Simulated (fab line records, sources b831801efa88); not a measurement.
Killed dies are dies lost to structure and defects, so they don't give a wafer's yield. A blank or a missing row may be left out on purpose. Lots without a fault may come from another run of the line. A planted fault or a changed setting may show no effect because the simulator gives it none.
Problem report in the 8D (eight disciplines) form, filled by code | flow sky130 | the parts of the form that need people (team, actions taken, sign-off) are left out

1. THE PROBLEM
heater_power_total_W at SKY_GATE_OXIDE_SOFTBAKE_06 reads a mean of 60.32 W on 6 wafers of 2 lots; wafers without a fault read 56.59 W with a standard deviation of 0.044. That is +85 standard deviations from the usual mean.
The step: time 60 s.
First seen on wafer L110.1, day 15 10:19, on litho_track-03. The record holds 39 wafers of 13 lots with a number at this step. Rule for "out", or "out of limits": more than 4 standard deviations from the usual mean. The other wafers with a number count as sound.

2. WHAT IT IS AND WHAT IT IS NOT
question                    | is                                 | is not
which readings at this step | heater_power_total_W, run_length_s | exhaust_pa
which lots                  | L110, L111                         | L105, L106, L108, L112, L119, L120, L121, L123, L124, L126, L127
which wafers of those lots  | all that have a number             | -
read on which tools         | litho_track-03                     | litho_track-01, litho_track-02
when                        | from day 15 10:19                  | up to then (9 sound wafers); but 24 sound wafers of L112, L119, L120, L121, L123, L124, L126, L127 came after

3. SUSPECTS, AND WHAT RULES EACH OUT
Counting: a tool at a process step up to the reading stays a suspect if it ran every lot that is out and no sound lot after the first of them.
- litho_track-03 at SKY_GATE_OXIDE_SOFTBAKE_06 (time 60 s): ruled out as a lasting fault. Sound lots L121, L123, L124 ran on it after its first lot that is out, L110 (day 15 10:19).
Left after counting: nothing in the record.

4. THE CAUSE (what the simulator had put in)
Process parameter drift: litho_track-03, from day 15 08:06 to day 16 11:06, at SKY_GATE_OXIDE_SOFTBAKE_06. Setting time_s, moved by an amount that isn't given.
Counting ruled it out, wrongly.

5. THE CHAIN OF EFFECTS, in route order
Each row: a reading whose mean over the struck wafers that have a number lies more than 3 standard deviations from the usual. Only readings for which the record gives a usual standard deviation are gone through. hours: the time from each lot's start at the first step in this table that gives one to its start at this step, as a median over the lots. sigmas: the change in usual standard deviations.
hours | step                       | reading              | usual   | on struck wafers | change | sigmas
0     | SKY_GATE_OXIDE_SOFTBAKE_06 | heater_power_total_W | 56.59 W | 60.32            | +3.73  | +85
0     | SKY_GATE_OXIDE_SOFTBAKE_06 | run_length_s         | 89.1 s  | 78.5             | -10.6  | -33
The process steps in it:
- SKY_GATE_OXIDE_SOFTBAKE_06: time 60 s.

6. WHAT WOULD HAVE CAUGHT IT SOONER
In this record the first reading out of limits was taken at day 15 10:19, 2 hours after the fault began at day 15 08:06.
